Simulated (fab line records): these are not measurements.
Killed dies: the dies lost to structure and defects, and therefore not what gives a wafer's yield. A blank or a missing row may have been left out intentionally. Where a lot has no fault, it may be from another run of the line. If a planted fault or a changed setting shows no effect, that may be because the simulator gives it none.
The tool behind it: which one? | flow sky130 | 6 lots, 18 wafers sampled, at 2 steps of a route of 708

## WHAT EACH GAUGE READ, for each wafer
SKY_VIA3_BOW_MEAS_03.
lot  | measured     | on            | VIA3_BOW (um)
L188 | day 39 04:52 | film metro-02 | 99 83 85
L191 | day 40 06:47 | film metro-02 | 89 81 85
L194 | day 41 16:13 | film metro-03 | 77 80 81
L197 | day 42 07:40 | film metro-02 | 77 68 83
L205 | day 44 08:58 | film metro-02 | 92 78 92
L209 | day 45 08:02 | film metro-03 | 81 95 75

## WHAT TOOL EACH LOT RAN ON (gives the tool, then ch and the chambers of the sampled wafers, and finally the start)
lot  | SKY_METAL3_ETCH_17
L188 | rie diel-03 ch 0,1, day 39 03:31
L191 | rie diel-02 ch 0,3, day 40 05:27
L194 | rie diel-01 ch 0,2,3, day 41 14:38
L197 | rie diel-01 ch 0,2, day 42 06:20
L205 | rie diel-02 ch 0,1,3, day 44 07:26
L209 | rie diel-02 ch 0,2,3, day 45 06:32
- SKY_METAL3_ETCH_17: etches SiO2 in C4F8/O2/Ar, stops on TiN, time 3.9 s, target depth 15 nm.

## THE ANSWER, worked out from the rows above alone
Rule: the lots themselves supply what counts as usual. Put in order of their means at a reading, lots are off if they are a third of the lots or fewer, leave a main group of 4 or more, and stand apart from it by a gap of 3 or more times the standard deviation of the main group's means; of several such gaps the widest counts. A main group is skipped when, at the precision printed for the reading in the tables above, its means are all equal. A lot without any number at a reading at which 4 lots or more have one is off too. Where the step has rows for the other lots, those lots are counted as sound.
No lot is off on any of the readings shown, so nothing can be concluded from this.

## WHAT HAD BEEN PUT IN BY THE SIMULATOR
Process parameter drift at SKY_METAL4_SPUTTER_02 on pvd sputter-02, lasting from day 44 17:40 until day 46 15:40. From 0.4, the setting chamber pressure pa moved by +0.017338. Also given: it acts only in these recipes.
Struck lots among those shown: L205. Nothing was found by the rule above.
